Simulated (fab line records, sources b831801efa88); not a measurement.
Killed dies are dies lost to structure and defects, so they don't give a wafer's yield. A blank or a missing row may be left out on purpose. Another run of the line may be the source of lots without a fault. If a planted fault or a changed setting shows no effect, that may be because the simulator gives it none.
Which tool did it? / flow gf180mcu / 12 lots, 36 wafers sampled, at 6 steps of a route of 602

## WHAT THE GAUGES READ, wafer by wafer
GF_STI_THK_MEAS_04. Usual: STI_CVD_03_THK typically reads 207.6 nm, with standard deviation 2.
lot=L558; measured=day 2 01:55; on=film-metro-02; STI_CVD_03_THK (nm)=204.8 206.2 206.6; flag=
lot=L560; measured=day 2 12:17; on=film-metro-01; STI_CVD_03_THK (nm)=208.5 209.5 209.6; flag=
lot=L561; measured=day 2 16:42; on=film-metro-02; STI_CVD_03_THK (nm)=207.0 208.4 209.3; flag=
lot=L563; measured=day 3 01:33; on=film-metro-01; STI_CVD_03_THK (nm)=204.9 204.8 206.7; flag=
lot=L564; measured=day 3 06:34; on=film-metro-02; STI_CVD_03_THK (nm)=205.2 204.3 203.6; flag=
lot=L565; measured=day 3 10:34; on=film-metro-02; STI_CVD_03_THK (nm)=206.4 206.7 208.1; flag=
lot=L567; measured=day 3 23:37; on=film-metro-02; STI_CVD_03_THK (nm)=206.6 207.0 206.4; flag=
lot=L568; measured=day 4 03:33; on=film-metro-01; STI_CVD_03_THK (nm)=206.3 206.3 206.8; flag=
lot=L576; measured=day 5 17:37; on=film-metro-01; STI_CVD_03_THK (nm)=206.9 204.9 206.8; flag=
lot=L577; measured=day 5 22:34; on=film-metro-02; STI_CVD_03_THK (nm)=210.7 210.3 209.7; flag=
lot=L578; measured=day 6 04:50; on=film-metro-01; STI_CVD_03_THK (nm)=206.8 207.6 206.5; flag=
lot=L579; measured=day 6 08:34; on=film-metro-02; STI_CVD_03_THK (nm)=210.3 209.7 208.6; flag=

GF_MVSD_OVL_MEAS_07. Usual: MVSD_OVL typically reads -0.4 nm, with standard deviation 1.4.
lot=L558; measured=day 4 20:02; on=overlay-01; MVSD_OVL (nm)=-2.5 -2.3 -4.7; flag=
lot=L560; measured=day 5 16:14; on=overlay-01; MVSD_OVL (nm)=-1.2 -0.8 -1.0; flag=
lot=L561; measured=day 5 19:58; on=overlay-02; MVSD_OVL (nm)=0.3 -0.2 -2.7; flag=
lot=L563; measured=day 6 08:07; on=overlay-01; MVSD_OVL (nm)=-0.2 -0.4 -0.3; flag=
lot=L564; measured=day 6 16:41; on=overlay-02; MVSD_OVL (nm)=-2.1 -0.2 -1.5; flag=
lot=L565; measured=day 6 19:19; on=overlay-01; MVSD_OVL (nm)=1.1 1.3 -0.1; flag=
lot=L567; measured=day 7 06:23; on=overlay-02; MVSD_OVL (nm)=-0.9 0.1 -1.2; flag=
lot=L568; measured=day 7 10:22; on=overlay-01; MVSD_OVL (nm)=- - -; flag=OFF
lot=L576; measured=day 9 05:38; on=overlay-02; MVSD_OVL (nm)=-0.5 -0.5 -1.4; flag=
lot=L577; measured=day 9 13:29; on=overlay-01; MVSD_OVL (nm)=0.7 -0.5 0.0; flag=
lot=L578; measured=day 9 18:33; on=overlay-02; MVSD_OVL (nm)=1.2 0.9 0.4; flag=
lot=L579; measured=day 9 22:05; on=overlay-01; MVSD_OVL (nm)=0.8 0.6 1.5; flag=

GF_MVSD_TW_MEAS_11. Usual: MVSD_TW typically reads 1576, with standard deviation 14.
lot=L558; measured=day 4 20:29; on=film-metro-02; MVSD_TW=1572 1563 1562; flag=
lot=L560; measured=day 5 16:40; on=film-metro-04; MVSD_TW=1595 1598 1593; flag=
lot=L561; measured=day 5 20:25; on=film-metro-04; MVSD_TW=1604 1585 1596; flag=
lot=L563; measured=day 6 08:34; on=film-metro-04; MVSD_TW=1601 1591 1596; flag=
lot=L564; measured=day 6 17:07; on=film-metro-04; MVSD_TW=1597 1592 1596; flag=
lot=L565; measured=day 6 19:45; on=film-metro-04; MVSD_TW=1590 1590 1594; flag=
lot=L567; measured=day 7 06:50; on=film-metro-02; MVSD_TW=1576 1565 1565; flag=
lot=L568; measured=day 7 10:49; on=film-metro-02; MVSD_TW=30 30 30 30 30 30; flag=OFF
lot=L576; measured=day 9 06:05; on=film-metro-02; MVSD_TW=1562 1554 1566; flag=
lot=L577; measured=day 9 13:56; on=film-metro-02; MVSD_TW=1566 1559 1564; flag=
lot=L578; measured=day 9 19:01; on=film-metro-02; MVSD_TW=1561 1563 1559; flag=
lot=L579; measured=day 9 22:34; on=film-metro-02; MVSD_TW=1563 1568 1567; flag=

GF_VT_IMPLANT_OVL_MEAS_29. Usual: VT_IMPLANT_02_OVL typically reads -0.8 nm, with standard deviation 1.3.
lot=L558; measured=day 7 09:22; on=overlay-01; VT_IMPLANT_02_OVL (nm)=-1.2 -2.3 -0.8; flag=
lot=L560; measured=day 8 07:26; on=overlay-01; VT_IMPLANT_02_OVL (nm)=1.6 1.5 1.2; flag=
lot=L561; measured=day 8 10:43; on=overlay-01; VT_IMPLANT_02_OVL (nm)=-1.2 -0.7 -1.0; flag=
lot=L563; measured=day 9 01:13; on=overlay-01; VT_IMPLANT_02_OVL (nm)=-2.4 -1.5 -0.9; flag=
lot=L564; measured=day 9 10:11; on=overlay-02; VT_IMPLANT_02_OVL (nm)=-0.8 -0.7 -1.0; flag=
lot=L565; measured=day 9 14:09; on=overlay-02; VT_IMPLANT_02_OVL (nm)=-0.2 -0.1 -0.4; flag=
lot=L567; measured=day 10 00:04; on=overlay-01; VT_IMPLANT_02_OVL (nm)=-0.2 0.1 0.4; flag=
lot=L576; measured=day 12 05:35; on=overlay-02; VT_IMPLANT_02_OVL (nm)=-1.8 -1.5 -1.5; flag=
lot=L577; measured=day 12 14:22; on=overlay-01; VT_IMPLANT_02_OVL (nm)=0.9 -0.5 0.8; flag=
lot=L578; measured=day 12 19:49; on=overlay-02; VT_IMPLANT_02_OVL (nm)=-1.5 -2.6 -2.6; flag=
lot=L579; measured=day 13 00:02; on=overlay-02; VT_IMPLANT_02_OVL (nm)=-0.6 -1.5 -0.4; flag=

## TOOL THAT RAN EACH LOT (tool first, then ch and the chambers of the sampled wafers, then the start)
lot=L558; GF_MVSD_EXPOSE_04=iline-stepper-02 ch 0, day 4 13:35; GF_MVSD_STRIP_10=plasma-asher-01 ch 0,1, day 4 20:23
lot=L560; GF_MVSD_EXPOSE_04=iline-stepper-01 ch 0, day 5 08:41; GF_MVSD_STRIP_10=plasma-asher-02 ch 0,1, day 5 16:34
lot=L561; GF_MVSD_EXPOSE_04=iline-stepper-02 ch 0, day 5 12:22; GF_MVSD_STRIP_10=plasma-asher-01 ch 0,1, day 5 20:19
lot=L563; GF_MVSD_EXPOSE_04=iline-stepper-01 ch 0, day 6 00:30; GF_MVSD_STRIP_10=plasma-asher-01 ch 0,1, day 6 08:28
lot=L564; GF_MVSD_EXPOSE_04=iline-stepper-01 ch 0, day 6 08:56; GF_MVSD_STRIP_10=plasma-asher-02 ch 0,1, day 6 17:01
lot=L565; GF_MVSD_EXPOSE_04=iline-stepper-02 ch 0, day 6 12:42; GF_MVSD_STRIP_10=plasma-asher-03 ch 0,1, day 6 19:39
lot=L567; GF_MVSD_EXPOSE_04=iline-stepper-01 ch 0, day 6 22:19; GF_MVSD_STRIP_10=plasma-asher-03 ch 0,1, day 7 06:44
lot=L568; GF_MVSD_EXPOSE_04=iline-stepper-02 ch 0, day 7 02:45; GF_MVSD_STRIP_10=plasma-asher-02 ch 0,1, day 7 10:44
lot=L576; GF_MVSD_EXPOSE_04=iline-stepper-02 ch 0, day 8 22:01; GF_MVSD_STRIP_10=plasma-asher-02 ch 0,1, day 9 05:59
lot=L577; GF_MVSD_EXPOSE_04=iline-stepper-01 ch 0, day 9 04:29; GF_MVSD_STRIP_10=plasma-asher-03 ch 0,1, day 9 13:50
lot=L578; GF_MVSD_EXPOSE_04=iline-stepper-01 ch 0, day 9 10:26; GF_MVSD_STRIP_10=plasma-asher-02 ch 0,1, day 9 18:55
lot=L579; GF_MVSD_EXPOSE_04=iline-stepper-01 ch 0, day 9 13:53; GF_MVSD_STRIP_10=plasma-asher-02 ch 0,1, day 9 22:25
- GF_MVSD_EXPOSE_04: exposes mask MVSD, target cd 1000 nm.
- GF_MVSD_STRIP_10: strips in O2/N2.

## WHAT THE TOOLS THEMSELVES READ (means of the sampled wafers that have a number; where no wafer has one, the mark that the record gives instead)
GF_MVSD_STRIP_10. Usual: drypump-motor-current-A 5.7 A, standard deviation 0.3; heater-power-w 329 W, standard deviation 35; oes-product-au 0.721 a.u., standard deviation 0.004; platen-temp-c 250.02 C, standard deviation 0.19; strip-time-to-endpoint-s 36.96 s, standard deviation 0.13.
lot=L558; tool=plasma-asher-01; drypump-motor-current-A (A)=5.6; heater-power-w (W)=323; oes-product-au (a.u.)=0.721; platen-temp-c (C)=249.96; strip-time-to-endpoint-s (s)=36.90; flag=
lot=L560; tool=plasma-asher-02; drypump-motor-current-A (A)=5.9; heater-power-w (W)=350; oes-product-au (a.u.)=0.721; platen-temp-c (C)=250.01; strip-time-to-endpoint-s (s)=37.01; flag=
lot=L561; tool=plasma-asher-01; drypump-motor-current-A (A)=5.5; heater-power-w (W)=314; oes-product-au (a.u.)=0.721; platen-temp-c (C)=249.92; strip-time-to-endpoint-s (s)=36.90; flag=
lot=L563; tool=plasma-asher-01; drypump-motor-current-A (A)=5.5; heater-power-w (W)=312; oes-product-au (a.u.)=0.720; platen-temp-c (C)=249.87; strip-time-to-endpoint-s (s)=36.90; flag=
lot=L564; tool=plasma-asher-02; drypump-motor-current-A (A)=5.9; heater-power-w (W)=356; oes-product-au (a.u.)=0.723; platen-temp-c (C)=249.95; strip-time-to-endpoint-s (s)=36.94; flag=
lot=L565; tool=plasma-asher-03; drypump-motor-current-A (A)=6.0; heater-power-w (W)=253; oes-product-au (a.u.)=0.717; platen-temp-c (C)=249.97; strip-time-to-endpoint-s (s)=37.03; flag=
lot=L567; tool=plasma-asher-03; drypump-motor-current-A (A)=6.0; heater-power-w (W)=253; oes-product-au (a.u.)=0.721; platen-temp-c (C)=249.89; strip-time-to-endpoint-s (s)=36.89; flag=
lot=L568; tool=plasma-asher-02; drypump-motor-current-A (A)=5.9; heater-power-w (W)=359; oes-product-au (a.u.)=0.722; platen-temp-c (C)=250.15; strip-time-to-endpoint-s (s)=36.95; flag=
lot=L576; tool=plasma-asher-02; drypump-motor-current-A (A)=5.8; heater-power-w (W)=358; oes-product-au (a.u.)=0.719; platen-temp-c (C)=249.88; strip-time-to-endpoint-s (s)=37.09; flag=
lot=L577; tool=plasma-asher-03; drypump-motor-current-A (A)=6.0; heater-power-w (W)=254; oes-product-au (a.u.)=0.722; platen-temp-c (C)=250.00; strip-time-to-endpoint-s (s)=36.97; flag=
lot=L578; tool=plasma-asher-02; drypump-motor-current-A (A)=5.7; heater-power-w (W)=353; oes-product-au (a.u.)=0.719; platen-temp-c (C)=249.97; strip-time-to-endpoint-s (s)=36.91; flag=
lot=L579; tool=plasma-asher-02; drypump-motor-current-A (A)=5.7; heater-power-w (W)=358; oes-product-au (a.u.)=0.724; platen-temp-c (C)=250.00; strip-time-to-endpoint-s (s)=36.81; flag=

## THE ANSWER, worked out from the rows above alone
Rule: lot off if the mean of its wafers having a number is beyond 3 standard deviations from the usual mean. Also off: a lot with no number at a reading for which 4 or more lots have one. All remaining lots with rows at the step are treated as sound. The gauges are gone through in route order, then the tools' own readings, and for those a lot's mean is taken as printed above. At the first step where some lot is off, the reading lying furthest off is the one used; lots without a number count as furthest.
Off: L568, seen at GF_MVSD_OVL_MEAS_07 (MVSD_OVL). Without a number there: L568.
If a tool, at a process step before that reading, ran all the lots that are off and no sound lot after the first of them, it fits. Not tried: the gauges at GF_MVSD_OVL_MEAS_07; whatever is off there is also off at GF_MVSD_TW_MEAS_11, on other tools, and gauge error can't account for it. None of those tried fits.

## WHAT THE SIMULATOR PUT IN
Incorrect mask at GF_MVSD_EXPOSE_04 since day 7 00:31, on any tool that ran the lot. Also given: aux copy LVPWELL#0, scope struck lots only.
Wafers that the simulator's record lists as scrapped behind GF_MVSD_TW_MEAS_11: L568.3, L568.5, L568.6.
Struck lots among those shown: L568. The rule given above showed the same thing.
